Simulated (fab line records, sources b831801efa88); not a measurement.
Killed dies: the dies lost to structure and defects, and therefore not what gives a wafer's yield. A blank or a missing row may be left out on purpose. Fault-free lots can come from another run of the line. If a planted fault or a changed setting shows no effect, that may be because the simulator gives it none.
fab line records -- flow sfq_line
record lots=15, wafers=45, last_day=83
route steps=325 shown L0@12 L0V@20 I0@43 I1@83
lots untouched by any fault: they come from a run of this same line in which no faults occurred
start_h: start of the lot's first displayed wafer, in hours after the record's first day -- wait_h: how many hours have passed since the lot's step before this one -- " unchanged from the row above -- L1.1+2: a single row standing in for several wafers -- - no value, or no start was given -- * or withheld: withheld -- < > ~ a bound
route shown NAME@n: NAME is a module with steps in the file, n the number in the route of the first one -- usual: mean and standard deviation over wafers with no fault -- same: alike in all rows -- chamber/n: place in a boat -- sites: per-site readings -- _std_site: standard deviation across them -- _edge_site: inner sites' mean taken away from outer sites' mean -- radius_mm: how far each site lies from the wafer's centre -- mask NAME#n: copy n -- behind: the last tool/chamber to shape the wafer -- hold: cause of the lot's hold/its duration in hours/its outcome -- device: names the non-switching transistor (n, p or np) -- end of line: the tests these same wafers got at the end of their route -- a step without rows: its recipe alone -- killed: count of dies lost to structure and defects at first sort (not the wafer's yield) -- map: per-die view of a wafer (x killed, . not killed, _ where there is no die)
set.NAME: the setting as run; set.NAME@STEP: as run at that earlier step -- model.NAME: the simulator's own value behind a step, which no gauge read
the route's steps for a sample of lots (tables are steps, rows are wafers)
services: a tool's chamber out of use, with start hour (start_h, from the record's first day; less than 0 if before it), hours out, and reason
## steps
# step SFQ_TRILAYER_L0_BARC_OPEN_METAL_ETCH_010
# recipe mask_material=PR, chemistry=O2, target_depth_nm=125, target=BARC, icp_w=600, bias_w=80, pressure_mtorr=10, time_s=41.7
# usual bias_w=80.03/0.24, chamber_pressure_mTorr=9.999/0.0085, drypump_motor_current_A=5.3/0.36, he_backside_leak_sccm=3.49/0.24, oes_product_au=0.685/0.0046
lot.wafer,tool,chamber,start_h,wait_h,bias_w,chamber_pressure_mTorr,drypump_motor_current_A,he_backside_leak_sccm,oes_product_au,rf_hours_counter_h
L147.2,rie_metal-01,1,37.22,0.1,80.21,9.984,5.6,3.15,0.688,21
L147.4,rie_metal-01,0,37.22,0.1,79.98,10.005,5.2,3.56,0.679,-
L147.5,rie_metal-01,1,37.22,0.1,79.85,9.993,5.6,3.30,0.683,-
L149.3,rie_metal-04,0,46.84,0.1,79.99,9.984,5.0,3.62,0.685,-
L149.4,rie_metal-04,1,46.84,0.1,79.89,10.012,5.5,3.78,0.682,-
L149.5,rie_metal-04,1,46.84,0.1,80.03,10.003,5.5,3.75,0.687,-
L151.2,rie_metal-01,1,58.82,0.1,79.84,10.002,5.6,3.33,0.687,25
L151.5,rie_metal-01,0,58.82,0.1,80.43,10.011,5.2,3.33,0.686,-
L151.6,rie_metal-01,1,58.82,0.1,79.86,10.000,5.6,3.23,0.679,-
L154.4,rie_metal-03,1,76.41,0.1,80.21,10.003,5.7,3.59,0.687,-
L154.5,rie_metal-03,1,76.41,0.1,80.08,9.988,5.8,3.71,0.680,-
L154.6,rie_metal-03,0,76.41,0.1,79.96,10.018,4.8,3.49,0.682,-
L155.1,rie_metal-04,0,81.19,0.1,80.03,9.996,5.0,3.70,0.692,88
L155.2,rie_metal-04,1,81.19,0.1,80.07,9.988,5.5,3.65,0.681,127
L155.4,rie_metal-04,0,81.19,0.1,79.92,9.989,5.0,3.66,0.686,-
L157.3,rie_metal-03,1,93.31,0.1,80.01,9.996,5.7,3.73,0.683,-
L157.4,rie_metal-03,0,93.31,0.1,80.16,9.990,4.8,3.61,0.679,-
L157.5,rie_metal-03,0,93.31,0.1,80.30,9.997,4.8,3.65,0.687,-
L158.2,rie_metal-01,1,96.89,0.1,-,-,-,-,-,-
L158.3,rie_metal-01,0,96.89,0.1,-,-,-,-,-,-
L158.5,rie_metal-01,1,96.89,0.1,-,-,-,-,-,-
L159.2,rie_metal-01,1,99.29,0.1,-,-,-,-,-,-
L159.3,rie_metal-01,1,99.29,0.1,-,-,-,-,-,-
L159.5,rie_metal-01,0,99.29,0.1,-,-,-,-,-,-
L160.1,rie_metal-01,0,105.29,0.1,-,-,-,-,-,-
L160.3,rie_metal-01,1,105.29,0.1,-,-,-,-,-,-
L160.4,rie_metal-01,0,105.29,0.1,-,-,-,-,-,-
L161.1,rie_metal-01,1,111.29,0.1,80.08,10.017,5.6,3.61,0.686,34
L161.4,rie_metal-01,0,111.29,0.1,79.79,9.997,5.2,3.49,0.694,-
L161.6,rie_metal-01,1,111.29,0.1,80.21,9.990,5.6,3.60,0.690,-
L166.2,rie_metal-03,0,134.84,0.1,80.27,9.999,4.8,3.20,0.686,166
L166.3,rie_metal-03,0,134.84,0.1,80.17,9.996,4.8,3.26,0.681,-
L166.4,rie_metal-03,1,134.84,0.1,79.76,10.008,5.7,3.49,0.677,-
L167.3,rie_metal-03,1,140.86,0.1,80.30,10.009,5.8,3.63,0.685,-
L167.4,rie_metal-03,0,140.86,0.1,80.37,9.986,4.8,3.19,0.679,-
L167.5,rie_metal-03,1,140.86,0.1,80.49,10.008,5.8,3.65,0.694,-
L168.2,rie_metal-04,0,144.44,0.1,79.82,10.010,5.0,3.65,0.687,100
L168.4,rie_metal-04,0,144.44,0.1,79.70,10.003,5.0,3.26,0.687,-
L168.5,rie_metal-04,0,144.44,0.1,80.10,10.012,5.0,3.42,0.684,-
L169.1,rie_metal-01,0,151.64,0.1,79.51,9.988,5.2,3.24,0.683,69
L169.5,rie_metal-01,0,151.64,0.1,79.54,10.010,5.2,3.41,0.685,-
L169.6,rie_metal-01,1,151.64,0.1,79.99,10.003,5.6,3.64,0.678,-
L170.1,rie_metal-03,0,154.04,0.1,80.13,9.999,4.8,3.42,0.678,169
L170.3,rie_metal-03,0,154.04,0.1,79.98,9.994,4.8,3.47,0.683,-
L170.5,rie_metal-03,1,154.04,0.1,79.91,10.002,5.7,3.49,0.686,-
# step SFQ_TRILAYER_L0_ETCH_METAL_ETCH_008
# recipe target=MoNx_KI, stop_on=SiO2, mask_material=PR, chemistry=SF6/O2, target_depth_nm=50, icp_w=600, bias_w=80, pressure_mtorr=10, time_s=25
# usual bias_w=80.02/0.25, chamber_pressure_mTorr=10.000/0.0094, drypump_motor_current_A=5.3/0.36, he_backside_leak_sccm=3.48/0.17, oes_product_au=0.874/0.0061
lot.wafer,tool,chamber,start_h,wait_h,bias_w,chamber_pressure_mTorr,drypump_motor_current_A,he_backside_leak_sccm,oes_product_au,rf_hours_counter_h
L147.2,rie_metal-01,1,37.28,0.0,79.95,10.003,5.6,3.20,0.877,21
L147.4,rie_metal-01,0,37.28,0.0,79.88,9.986,5.2,3.29,0.870,-
L147.5,rie_metal-01,1,37.28,0.0,80.16,10.008,5.6,3.41,0.875,-
L149.3,rie_metal-04,0,46.89,0.0,79.92,9.995,5.0,3.48,0.868,-
L149.4,rie_metal-04,1,46.89,0.0,79.84,9.989,5.4,3.61,0.865,-
L149.5,rie_metal-04,1,46.89,0.0,79.62,10.003,5.5,3.71,0.868,-
L151.2,rie_metal-01,1,58.88,0.0,79.46,10.019,5.6,3.54,0.869,25
L151.5,rie_metal-01,0,58.88,0.0,80.33,9.993,5.2,3.18,0.871,-
L151.6,rie_metal-01,1,58.88,0.0,79.63,10.000,5.6,3.53,0.865,-
L154.4,rie_metal-03,1,76.47,0.0,80.33,9.989,5.7,3.73,0.878,-
L154.5,rie_metal-03,1,76.47,0.0,79.89,9.996,5.8,3.71,0.867,-
L154.6,rie_metal-03,0,76.47,0.0,80.35,9.988,4.7,3.38,0.872,-
L155.1,rie_metal-04,0,81.25,0.0,80.09,10.015,5.0,3.41,0.878,88
L155.2,rie_metal-04,1,81.25,0.0,80.39,10.029,5.4,3.51,0.880,127
L155.4,rie_metal-04,0,81.25,0.0,80.17,9.976,5.0,3.50,0.866,-
L157.3,rie_metal-03,1,93.37,0.0,80.07,10.006,5.7,3.65,0.866,-
L157.4,rie_metal-03,0,93.37,0.0,79.80,9.985,4.7,3.41,0.869,-
L157.5,rie_metal-03,0,93.37,0.0,79.48,10.002,4.8,3.56,0.860,-
L158.2,rie_metal-01,1,96.95,0.0,80.02,10.002,5.6,3.54,0.370,32
L158.3,rie_metal-01,0,96.95,0.0,80.13,10.003,5.2,3.16,0.386,-
L158.5,rie_metal-01,1,96.95,0.0,80.27,9.996,5.6,3.83,0.369,-
L159.2,rie_metal-01,1,99.35,0.0,80.21,10.008,5.6,3.42,0.384,32
L159.3,rie_metal-01,1,99.35,0.0,79.99,10.005,5.6,3.74,0.378,-
L159.5,rie_metal-01,0,99.35,0.0,79.96,9.993,5.2,3.30,0.369,-
L160.1,rie_metal-01,0,105.35,0.0,79.91,9.996,5.2,3.33,0.369,61
L160.3,rie_metal-01,1,105.35,0.0,80.16,9.988,5.6,3.72,0.372,-
L160.4,rie_metal-01,0,105.35,0.0,80.14,10.000,5.2,3.38,0.367,-
L161.1,rie_metal-01,1,111.35,0.0,80.20,9.981,5.6,3.52,0.876,34
L161.4,rie_metal-01,0,111.35,0.0,80.02,10.001,5.2,3.44,0.878,-
L161.6,rie_metal-01,1,111.35,0.0,80.03,10.009,5.6,3.38,0.882,-
L166.2,rie_metal-03,0,134.90,0.0,80.29,9.999,4.8,3.38,0.871,166
L166.3,rie_metal-03,0,134.90,0.0,80.26,9.994,4.8,3.14,0.874,-
L166.4,rie_metal-03,1,134.90,0.0,79.91,9.995,5.7,3.54,0.867,-
L167.3,rie_metal-03,1,140.92,0.0,79.68,9.999,5.7,3.65,0.864,-
L167.4,rie_metal-03,0,140.92,0.0,79.66,10.000,4.8,3.50,0.875,-
L167.5,rie_metal-03,1,140.92,0.0,79.90,10.009,5.7,3.57,0.867,-
L168.2,rie_metal-04,0,144.50,0.0,80.22,9.982,5.0,3.52,0.883,100
L168.4,rie_metal-04,0,144.50,0.0,79.97,9.991,5.1,3.48,0.877,-
L168.5,rie_metal-04,0,144.50,0.0,79.64,9.995,5.0,3.51,0.883,-
L169.1,rie_metal-01,0,151.72,0.1,80.06,9.999,5.2,3.41,0.870,69
L169.5,rie_metal-01,0,151.72,0.1,79.54,9.999,5.2,3.48,0.882,-
L169.6,rie_metal-01,1,151.72,0.1,80.26,10.003,5.6,3.36,0.883,-
L170.1,rie_metal-03,0,154.10,0.0,80.23,9.991,4.8,3.47,0.875,169
L170.3,rie_metal-03,0,154.10,0.0,80.02,10.009,4.8,3.76,0.867,-
L170.5,rie_metal-03,1,154.10,0.0,79.92,10.002,5.8,3.82,0.878,-
# step SFQ_TRILAYER_L0_VIA_LITHO_EXPOSE_014
# recipe mask_id=L0V, na=0.6, source_shape=conventional, sigma_outer=0.65, target_cd_nm=700, dose_mj=21.3
# usual exposure_dose_mJ_cm2=21.304/0.019, focus_offset_nm=0.0/0.49, na=0.6/0
lot.wafer,tool,chamber,start_h,wait_h,mask,exposure_dose_mJ_cm2,focus_offset_nm,na
L147.2,krf_scanner-02,0,100.58,-,L0V#0,21.313,-0.1,0.6
L147.4,krf_scanner-02,0,100.58,-,L0V#0,21.298,0.2,0.6
L147.5,krf_scanner-02,0,100.58,-,L0V#0,21.290,0.0,0.6
L149.3,krf_scanner-02,0,112.78,-,L0V#0,21.307,0.1,0.6
L149.4,krf_scanner-02,0,112.78,-,L0V#0,21.267,0.0,0.6
L149.5,krf_scanner-02,0,112.78,-,L0V#0,21.288,0.0,0.6
L151.2,krf_scanner-02,0,124.58,-,L0V#0,21.327,1.2,0.6
L151.5,krf_scanner-02,0,124.58,-,L0V#0,21.306,1.0,0.6
L151.6,krf_scanner-02,0,124.58,-,L0V#0,21.335,1.1,0.6
L154.4,krf_scanner-02,0,150.01,-,L0V#0,21.304,-0.3,0.6
L154.5,krf_scanner-02,0,150.01,-,L0V#0,21.330,0.0,0.6
L154.6,krf_scanner-02,0,150.01,-,L0V#0,21.288,-0.5,0.6
L155.1,krf_scanner-02,0,154.21,-,L0V#0,21.310,0.4,0.6
L155.2,krf_scanner-02,0,154.21,-,L0V#0,21.300,0.2,0.6
L155.4,krf_scanner-02,0,154.21,-,L0V#0,21.288,-0.2,0.6
L157.3,krf_scanner-02,0,167.81,-,L0V#0,21.299,-0.3,0.6
L157.4,krf_scanner-02,0,167.81,-,L0V#0,21.308,-0.1,0.6
L157.5,krf_scanner-02,0,167.81,-,L0V#0,21.288,0.4,0.6
L158.2,krf_scanner-02,-,173.61,-,L0V#0,-,-,-
L158.3,krf_scanner-02,-,173.61,-,L0V#0,-,-,-
L158.5,krf_scanner-02,-,173.61,-,L0V#0,-,-,-
L159.2,krf_scanner-02,-,178.41,-,L0V#0,-,-,-
L159.3,krf_scanner-02,-,178.41,-,L0V#0,-,-,-
L159.5,krf_scanner-02,-,178.41,-,L0V#0,-,-,-
L160.1,krf_scanner-02,-,183.01,-,L0V#0,-,-,-
L160.3,krf_scanner-02,-,183.01,-,L0V#0,-,-,-
L160.4,krf_scanner-02,-,183.01,-,L0V#0,-,-,-
L161.1,krf_scanner-02,0,190.21,-,L0V#0,21.303,-0.3,0.6
L161.4,krf_scanner-02,0,190.21,-,L0V#0,21.300,-0.4,0.6
L161.6,krf_scanner-02,0,190.21,-,L0V#0,21.319,-1.0,0.6
L166.2,krf_scanner-02,0,221.41,-,L0V#0,21.330,-0.8,0.6
L166.3,krf_scanner-02,0,221.41,-,L0V#0,21.292,-0.5,0.6
L166.4,krf_scanner-02,0,221.41,-,L0V#0,21.320,-0.4,0.6
L167.3,krf_scanner-02,0,227.61,-,L0V#0,21.322,0.2,0.6
L167.4,krf_scanner-02,0,227.61,-,L0V#0,21.296,0.0,0.6
L167.5,krf_scanner-02,0,227.61,-,L0V#0,21.275,0.5,0.6
L168.2,krf_scanner-02,0,229.81,-,L0V#0,21.298,-0.2,0.6
L168.4,krf_scanner-02,0,229.81,-,L0V#0,21.288,-0.3,0.6
L168.5,krf_scanner-02,0,229.81,-,L0V#0,21.261,-0.1,0.6
L169.1,krf_scanner-02,0,239.21,-,L0V#0,21.277,-0.7,0.6
L169.5,krf_scanner-02,0,239.21,-,L0V#0,21.288,-0.5,0.6
L169.6,krf_scanner-02,0,239.21,-,L0V#0,21.310,-0.3,0.6
L170.1,krf_scanner-02,0,-,-,L0V#0,21.295,-1.1,0.6
L170.3,krf_scanner-02,0,-,-,L0V#0,21.293,0.5,0.6
L170.5,krf_scanner-02,0,-,-,L0V#0,21.317,-0.3,0.6
# step SFQ_TRILAYER_L0_VIA_ETCH_VIA_ETCH_016
# recipe target=SiO2, stop_on=MoNx_KI, mask_material=PR, chemistry=CHF3, target_depth_nm=80, source_w=500, bias_w=80, pressure_mtorr=30, time_s=withheld
# usual bias_w=79.99/0.24, chamber_pressure_mTorr=30.00/0.03, drypump_motor_current_A=5.9/0.32, oes_product_au=0.843/0.0077
lot.wafer,tool,chamber,start_h,wait_h,bias_w,chamber_pressure_mTorr,drypump_motor_current_A,oes_product_au
L147.2,rie_diel-03,0,101.95,0.0,79.59,30.01,6.0,0.835
L147.4,rie_diel-03,3,101.95,0.0,79.84,30.03,6.1,0.847
L147.5,rie_diel-03,3,101.95,0.0,79.90,30.00,6.1,0.848
L149.3,rie_diel-03,0,113.95,0.0,80.20,29.97,6.0,0.837
L149.4,rie_diel-03,2,113.95,0.0,79.89,29.96,6.3,0.863
L149.5,rie_diel-03,2,113.95,0.0,79.61,29.98,6.3,0.854
L151.2,rie_diel-01,0,125.97,0.0,80.05,29.98,6.0,0.853
L151.5,rie_diel-01,2,125.97,0.0,79.64,29.98,5.6,0.851
L151.6,rie_diel-01,3,125.97,0.0,80.41,30.01,5.7,0.846
L154.4,rie_diel-03,2,150.98,0.0,79.88,30.01,6.2,0.852
L154.5,rie_diel-03,1,150.98,0.0,80.23,30.00,5.6,0.857
L154.6,rie_diel-03,0,150.98,0.0,80.11,29.98,5.9,0.841
L155.1,rie_diel-02,3,155.78,0.0,79.64,29.99,6.5,0.834
L155.2,rie_diel-02,0,155.78,0.0,79.95,29.99,5.6,0.839
L155.4,rie_diel-02,2,155.78,0.0,79.81,29.95,5.3,0.846
L157.3,rie_diel-03,3,168.98,0.0,80.00,30.01,6.1,0.833
L157.4,rie_diel-03,0,168.98,0.0,79.94,30.04,6.0,0.848
L157.5,rie_diel-03,1,168.98,0.0,79.60,30.06,5.6,0.848
L158.2,rie_diel-01,1,174.98,0.0,79.84,30.02,5.6,0.374
L158.3,rie_diel-01,0,174.98,0.0,79.67,30.00,6.0,0.376
L158.5,rie_diel-01,2,174.98,0.0,79.53,30.01,5.6,0.374
L159.2,rie_diel-03,3,179.78,0.0,79.87,30.01,6.1,0.373
L159.3,rie_diel-03,2,179.78,0.0,80.54,30.04,6.2,0.380
L159.5,rie_diel-03,1,179.78,0.0,80.12,29.98,5.6,0.381
L160.1,rie_diel-03,0,184.58,0.0,79.84,30.01,6.0,0.377
L160.3,rie_diel-03,3,184.58,0.0,79.98,30.04,6.1,0.377
L160.4,rie_diel-03,1,184.58,0.0,80.13,30.02,5.6,0.378
L161.1,rie_diel-01,0,191.78,0.0,79.93,30.00,6.0,0.844
L161.4,rie_diel-01,1,191.78,0.0,79.95,30.05,5.6,0.849
L161.6,rie_diel-01,3,191.78,0.0,79.86,29.95,5.7,0.850
L166.2,rie_diel-01,0,222.78,0.0,79.86,29.99,6.0,0.840
L166.3,rie_diel-01,1,222.78,0.0,79.84,29.95,5.6,0.843
L166.4,rie_diel-01,3,222.78,0.0,79.71,30.00,5.6,0.842
L167.3,rie_diel-03,2,228.78,0.0,80.18,30.00,6.2,0.838
L167.4,rie_diel-03,1,228.78,0.0,80.05,29.98,5.6,0.847
L167.5,rie_diel-03,0,228.78,0.0,79.93,29.98,6.0,0.859
L168.2,rie_diel-02,3,231.18,0.0,79.75,29.98,6.5,0.829
L168.4,rie_diel-02,1,231.18,0.0,80.07,30.00,6.0,0.839
L168.5,rie_diel-02,2,231.18,0.0,80.03,30.05,5.3,0.830
L169.1,rie_diel-01,1,240.78,0.0,80.14,30.00,5.6,0.836
L169.5,rie_diel-01,1,240.78,0.0,80.03,30.00,5.6,0.851
L169.6,rie_diel-01,2,240.78,0.0,79.97,29.96,5.5,0.844
L170.1,rie_diel-02,2,243.63,0.0,80.29,29.98,5.3,0.827
L170.3,rie_diel-02,1,243.63,0.0,80.65,30.00,5.9,0.834
L170.5,rie_diel-02,0,243.63,0.0,80.37,30.00,5.5,0.846
# step SFQ_TRILAYER_I0_DEP_PECVD_027
# recipe material=SiO2, temp_c=150, time_s=111.11, pressure_torr=2.4, rf_w=183.3, precursor=SiH4/N2O, target_thk_nm=500
# usual heater_power_w=78/13, throttle_valve_pct=25.3/0.99
lot.wafer,tool,chamber,start_h,wait_h,heater_power_w,throttle_valve_pct
L147.2,pecvd-01,1,183.10,0.0,92,26.6
L147.4,pecvd-01,2,183.10,0.0,71,25.4
L147.5,pecvd-01,0,183.10,0.0,72,26.0
L149.3,pecvd-04,2,196.57,0.0,60,23.0
L149.4,pecvd-04,1,196.57,0.0,120,23.9
L149.5,pecvd-04,0,196.57,0.0,81,24.1
L151.2,pecvd-01,2,210.70,0.0,79,25.6
L151.5,pecvd-01,0,210.70,0.0,69,26.0
L151.6,pecvd-01,1,210.70,0.0,84,26.6
L154.4,pecvd-03,1,240.54,0.0,80,24.5
L154.5,pecvd-03,0,240.54,0.0,63,25.3
L154.6,pecvd-03,2,240.54,0.0,70,26.2
L155.1,pecvd-03,2,246.50,0.0,76,26.0
L155.2,pecvd-03,0,246.50,0.0,73,25.1
L155.4,pecvd-03,0,246.50,0.0,61,25.0
L157.3,pecvd-04,2,259.72,0.0,71,23.3
L157.4,pecvd-04,1,259.72,0.0,101,23.9
L157.5,pecvd-04,0,259.72,0.0,69,24.4
L158.2,pecvd-01,2,269.32,0.0,72,25.5
L158.3,pecvd-01,0,269.32,0.0,75,25.8
L158.5,pecvd-01,0,269.32,0.0,61,25.8
L159.2,pecvd-01,1,272.90,0.0,87,26.6
L159.3,pecvd-01,2,272.90,0.0,82,25.5
L159.5,pecvd-01,2,272.90,0.0,66,25.6
L160.1,pecvd-01,0,280.12,0.0,74,25.7
L160.3,pecvd-01,1,280.12,0.0,77,26.3
L160.4,pecvd-01,0,280.12,0.0,76,26.0
L161.1,pecvd-04,2,287.30,0.0,61,23.0
L161.4,pecvd-04,0,287.30,0.0,75,24.3
L161.6,pecvd-04,1,287.30,0.0,112,24.0
L166.2,pecvd-03,0,319.75,0.0,69,25.5
L166.3,pecvd-03,0,319.75,0.0,72,25.5
L166.4,pecvd-03,2,319.75,0.0,84,26.0
L167.3,pecvd-03,0,324.78,0.0,64,25.2
L167.4,pecvd-03,2,324.78,0.0,84,26.2
L167.5,pecvd-03,2,324.78,0.0,87,26.1
L168.2,pecvd-01,0,327.03,0.0,66,25.7
L168.4,pecvd-01,1,327.03,0.0,93,26.5
L168.5,pecvd-01,0,327.03,0.0,71,26.0
L169.1,pecvd-01,2,341.43,0.0,69,25.6
L169.5,pecvd-01,0,341.43,0.0,67,25.9
L169.6,pecvd-01,1,341.43,0.0,78,26.3
L170.1,pecvd-01,2,346.23,0.0,75,25.4
L170.3,pecvd-01,1,346.23,0.0,90,26.5
L170.5,pecvd-01,2,346.23,0.0,78,25.6
# step SFQ_I1_OVL_MEAS_913
# usual I1_OVL=1/6.8
lot.wafer,tool,chamber,start_h,wait_h,I1_OVL[nm]
L147.2,overlay-02,-,424.42,0.1,-5
L147.4,overlay-02,-,424.42,0.1,-11
L147.5,overlay-02,-,424.42,0.1,-14
L149.3,overlay-01,-,442.52,0.1,-5
L149.4,overlay-01,-,442.52,0.1,-5
L149.5,overlay-01,-,442.52,0.1,11
L151.2,overlay-01,-,461.72,0.1,-4
L151.5,overlay-01,-,461.72,0.1,9
L151.6,overlay-01,-,461.72,0.1,-3
L154.4,overlay-02,-,505.44,0.1,-12
L154.5,overlay-02,-,505.44,0.1,-3
L154.6,overlay-02,-,505.44,0.1,-4
L155.1,overlay-02,-,512.62,0.1,2
L155.2,overlay-02,-,512.62,0.1,5
L155.4,overlay-02,-,512.62,0.1,13
L157.3,overlay-02,-,546.23,0.1,-2
L157.4,overlay-02,-,546.23,0.1,1
L157.5,overlay-02,-,546.23,0.1,-1
L158.2,overlay-01,-,558.22,0.1,-
L158.3,overlay-01,-,558.22,0.1,-
L158.5,overlay-01,-,558.22,0.1,-
L159.2,overlay-01,-,561.82,0.1,-
L159.3,overlay-01,-,561.82,0.1,-
L159.5,overlay-01,-,561.82,0.1,-
L160.1,overlay-01,-,566.62,0.1,-
L160.3,overlay-01,-,566.62,0.1,-
L160.4,overlay-01,-,566.62,0.1,-
L161.1,overlay-02,-,573.82,0.1,1
L161.4,overlay-02,-,573.82,0.1,5
L161.6,overlay-02,-,573.82,0.1,5
L166.2,overlay-02,-,622.58,0.1,5
L166.3,overlay-02,-,622.58,0.1,14
L166.4,overlay-02,-,622.58,0.1,9
L167.3,overlay-02,-,629.49,0.1,8
L167.4,overlay-02,-,629.49,0.1,6
L167.5,overlay-02,-,629.49,0.1,1
L168.2,overlay-01,-,640.40,0.1,-3
L168.4,overlay-01,-,640.40,0.1,-1
L168.5,overlay-01,-,640.40,0.1,5
L169.1,overlay-01,-,789.60,0.1,11
L169.5,overlay-01,-,789.60,0.1,10
L169.6,overlay-01,-,789.60,0.1,12
L170.1,overlay-02,-,798.12,0.1,5
L170.3,overlay-02,-,798.12,0.1,-4
L170.5,overlay-02,-,798.12,0.1,-1
# step SFQ_TRILAYER_I1_VIA_STRIP_STRIP_053
# recipe gas=O2, power_w=200, platen_temp_c=40, overash_fraction=0.65, chemistry=O2, pressure_mtorr=50
# usual chamber_pressure_mTorr=50.00/0.044, drypump_motor_current_A=5.2/0.37, he_backside_leak_sccm=3.47/0.21, oes_product_au=1.002/0.008
lot.wafer,tool,chamber,start_h,wait_h,chamber_pressure_mTorr,drypump_motor_current_A,he_backside_leak_sccm,oes_product_au,rf_hours_counter_h
L147.2,rie_metal-02,0,424.60,-,50.00,5.3,3.18,0.990,95
L147.4,rie_metal-02,0,424.60,-,49.95,5.3,3.26,0.994,-
L147.5,rie_metal-02,0,424.60,-,50.04,5.3,3.32,0.983,-
L149.3,rie_metal-03,0,442.90,-,50.03,4.8,3.24,1.000,-
L149.4,rie_metal-03,1,442.90,-,50.06,5.7,3.65,1.003,-
L149.5,rie_metal-03,1,442.90,-,49.94,5.7,3.64,1.003,-
L151.2,rie_metal-02,0,461.90,-,49.96,5.3,3.36,1.006,102
L151.5,rie_metal-02,1,461.90,-,50.03,5.3,3.53,0.993,-
L151.6,rie_metal-02,0,461.90,-,49.99,5.3,3.44,1.000,-
L154.4,rie_metal-02,1,505.81,-,49.94,5.3,3.55,1.008,-
L154.5,rie_metal-02,1,505.81,-,49.99,5.2,3.61,1.005,-
L154.6,rie_metal-02,0,505.81,-,49.98,5.3,3.54,1.011,-
L155.1,rie_metal-02,1,512.81,-,50.00,5.3,3.57,1.011,163
L155.2,rie_metal-02,0,512.81,-,49.98,5.3,3.66,1.004,112
L155.4,rie_metal-02,1,512.81,-,50.01,5.2,3.44,1.008,-
L157.3,rie_metal-03,0,546.61,-,50.07,4.8,3.58,1.004,-
L157.4,rie_metal-03,1,546.61,-,49.98,5.7,3.68,1.019,-
L157.5,rie_metal-03,0,546.61,-,50.01,4.8,3.50,1.003,-
L158.2,rie_metal-03,1,558.41,-,49.99,5.7,3.77,1.010,90
L158.3,rie_metal-03,1,558.41,-,49.97,5.8,3.77,1.014,-
L158.5,rie_metal-03,1,558.41,-,49.99,5.7,3.79,1.008,-
L159.2,rie_metal-03,0,562.01,-,50.02,4.8,3.25,0.997,50
L159.3,rie_metal-03,1,562.01,-,50.03,5.8,3.60,1.006,-
L159.5,rie_metal-03,1,562.01,-,49.95,5.8,3.71,1.000,-
L160.1,rie_metal-03,0,566.81,-,50.00,4.8,3.21,1.002,51
L160.3,rie_metal-03,1,566.81,-,50.03,5.8,3.70,1.014,-
L160.4,rie_metal-03,0,566.81,-,49.95,4.7,3.27,1.001,-
L161.1,rie_metal-03,0,574.01,-,50.03,4.8,3.46,1.011,52
L161.4,rie_metal-03,0,574.01,-,49.97,4.7,3.62,0.999,-
L161.6,rie_metal-03,0,574.01,-,49.89,4.7,3.49,1.010,-
L166.2,rie_metal-04,0,622.76,-,49.95,5.0,3.36,1.006,12
L166.3,rie_metal-04,0,622.76,-,50.02,5.1,3.52,1.002,-
L166.4,rie_metal-04,1,622.76,-,49.91,5.5,3.57,1.009,-
L167.3,rie_metal-02,1,629.86,-,49.99,5.3,3.25,1.001,-
L167.4,rie_metal-02,0,629.86,-,49.98,5.3,3.43,0.997,-
L167.5,rie_metal-02,0,629.86,-,49.94,5.3,3.47,0.999,-
L168.2,rie_metal-03,0,640.58,-,50.06,4.8,3.02,0.993,63
L168.4,rie_metal-03,1,640.58,-,49.90,5.7,3.88,1.000,-
L168.5,rie_metal-03,1,640.58,-,50.00,5.8,3.83,0.996,-
L169.1,rie_metal-03,0,789.79,-,49.99,4.7,3.06,1.012,90
L169.5,rie_metal-03,0,789.79,-,49.96,4.8,3.18,1.017,-
L169.6,rie_metal-03,0,789.79,-,49.96,4.8,3.02,0.999,-
L170.1,rie_metal-04,1,798.31,-,50.05,5.5,3.59,1.008,61
L170.3,rie_metal-04,1,798.31,-,49.96,5.4,3.68,1.014,-
L170.5,rie_metal-04,0,798.31,-,49.98,5.1,3.47,1.001,-
## services
tool,chamber,start_h,hours,kind
krf_scanner-02,-,28.04,4.4,pm
krf_scanner-02,-,48.01,1.0,pm
krf_scanner-02,-,54.97,0.6,repair
krf_scanner-02,-,60.36,4.0,pm
krf_scanner-02,-,67.20,0.8,repair
krf_scanner-02,-,132.78,1.3,pm
krf_scanner-02,-,136.27,3.3,repair
krf_scanner-02,-,141.92,0.7,repair
krf_scanner-02,-,147.46,0.8,pm
rie_metal-03,1,185.83,1.6,repair
krf_scanner-02,-,216.61,1.0,pm
krf_scanner-02,-,309.21,1.3,pm
krf_scanner-02,-,315.31,0.8,pm
krf_scanner-02,-,370.14,3.6,pm
krf_scanner-02,-,385.69,1.0,pm
krf_scanner-02,-,475.59,1.3,repair
krf_scanner-02,-,485.27,0.8,pm
krf_scanner-02,-,486.02,1.3,pm
krf_scanner-02,-,554.52,1.0,pm
krf_scanner-02,-,612.56,0.7,repair
krf_scanner-02,-,645.74,0.4,repair
krf_scanner-02,-,653.02,0.8,pm
krf_scanner-02,-,661.12,1.3,pm
rie_metal-03,-,749.91,2.8,pm
## key
first_sign step=SFQ_TRILAYER_L0_BARC_OPEN_METAL_ETCH_010, reading=tool_record, direction=missing
effect step=SFQ_TRILAYER_L0_ETCH_METAL_ETCH_008, reading=oes_product_au, direction=down, sigmas=82, usual=0.874, struck=0.374
effect step=SFQ_TRILAYER_L0_VIA_LITHO_EXPOSE_014, reading=tool_record, direction=missing
effect step=SFQ_TRILAYER_L0_VIA_ETCH_VIA_ETCH_016, reading=oes_product_au, direction=down, sigmas=60, usual=0.843, struck=0.377
met_at SFQ_TRILAYER_L0_BARC_OPEN_METAL_ETCH_010
struck_lots L158,L159,L160
not_acting_at SFQ_TRILAYER_I0_DEP_PECVD_027,SFQ_I1_OVL_MEAS_913,SFQ_TRILAYER_I1_VIA_STRIP_STRIP_053
onset_between 58.82 96.89
fault kind=skipped_step_whole, tool=rie_metal-01, chamber=-, onset_h=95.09, steps=SFQ_TRILAYER_L0_BARC_OPEN_METAL_ETCH_010, scope=struck_lots_only
